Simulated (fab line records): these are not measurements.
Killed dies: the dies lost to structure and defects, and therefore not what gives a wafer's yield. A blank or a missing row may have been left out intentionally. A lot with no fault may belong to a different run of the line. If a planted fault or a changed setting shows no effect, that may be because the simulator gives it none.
Chamber matching    flow sfq_line    SFQ_TRILAYER_I7_CMP_CMP_184 on cmp-01 has 4 sister chambers
The step polishes SiO2. 8 wafers are shown with their chamber, then 10 later ones without.

WAFERS WITH THEIR CHAMBER
wafer   chamber  motor_current_A (A)  time_to_endpoint_s (s)
L880.6  3        8.3                  218
L882.1  2        12.1                 205
L882.4  1        9.8                  213
L885.3  3        8.5                  207
L885.4  1        9.6                  216
L885.6  0        8.6                  219
L886.2  2        11.6                 210
L886.3  0        8.7                  234

WAFERS MISSING THEIR CHAMBER
wafer   motor_current_A (A)  time_to_endpoint_s (s)
L886.6  8.9                  216
L898.2  9.6                  209
L898.1  8.5                  206
L898.6  9.4                  215
L899.1  12.5                 208
L899.2  8.7                  228
L899.3  8.8                  224
L900.3  11.9                 216
L900.1  8.4                  212
L900.5  11.7                 223

EACH ONE'S CHAMBER
wafer    from the rows above            in truth
L886.6   can't be placed: 0 or 3 or 1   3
L898.2   1                              1
L898.1   3                              3
L898.6   1                              1
L899.1   2                              2
L899.2   0                              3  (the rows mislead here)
L899.3   can't be placed: 0 or 3        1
L900.3   2                              2
L900.1   3                              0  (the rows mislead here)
L900.5   2                              2
Correctly placed: 6 of 10. Cannot be placed on the basis of these rows: 2; the candidates contain the true chamber in 1. 2 placed wrongly.
How it was worked out, from the rows above alone: a wafer's distance from a chamber is the root of the sum, over the readings, of the square of ((its reading less the chamber's mean) divided by the reading's scatter). If the next closest chamber is less than 2 further off than the closest, the wafer can't be placed; otherwise it belongs to the closest. For every chamber, the mean is computed from those of its wafers that are shown. The scatter: the root of (the sum of the squares of (reading less its chamber's mean) over the shown wafers, divided by (wafers less chambers)).
